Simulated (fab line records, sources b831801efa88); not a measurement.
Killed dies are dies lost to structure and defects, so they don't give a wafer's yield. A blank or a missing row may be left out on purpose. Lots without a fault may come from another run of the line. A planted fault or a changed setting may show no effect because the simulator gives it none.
Chamber matching | flow sfq_line | SFQ_TRILAYER_I3_CMP_CMP_082 on cmp-02: 4 sister chambers
The step polishes SiO2. 4 wafers are shown with their chamber, then 9 later ones without.

WAFERS WITH THEIR CHAMBER
wafer  | chamber | motor_current_A (A)
L142.1 | 0       | 9.8
L143.6 | 1       | 8.6
L144.1 | 2       | 10.3
L144.2 | 3       | 11.4

WAFERS WITHOUT THEIR CHAMBER
wafer  | motor_current_A (A)
L144.6 | 8.7
L145.2 | 10.0
L145.5 | 11.7
L145.6 | 10.5
L155.4 | 10.1
L155.6 | 10.2
L156.2 | 11.2
L156.5 | 10.8
L156.6 | 10.9

WHICH CHAMBER EACH WENT THROUGH
wafer  | from the rows above          | in truth
L144.6 | 1                            | 1
L145.2 | can't be placed: 0 or 2      | 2
L145.5 | 3                            | 3
L145.6 | can't be placed: 2 or 0      | 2
L155.4 | can't be placed: 2 or 0      | 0
L155.6 | can't be placed: 2 or 0      | 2
L156.2 | 3                            | 3
L156.5 | can't be placed: 2 or 3 or 0 | 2
L156.6 | can't be placed: 3 or 2      | 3
Placed correctly: 3 of 9. Can't be placed from these rows: 6 (the true chamber is among the candidates in 6). Placed wrongly: 0.
How it was worked out, from the rows above alone: a wafer's distance from a chamber is the root of the sum, over the readings, of the square of ((its reading less the chamber's mean) divided by the reading's scatter). The wafer belongs to the nearest chamber; if the next one is less than 2 further off, it can't be placed. A chamber's mean is the mean of its shown wafers. The scatter: with one shown wafer a chamber, the root of the mean of the squares of how far each hidden wafer lies from its nearest shown one.
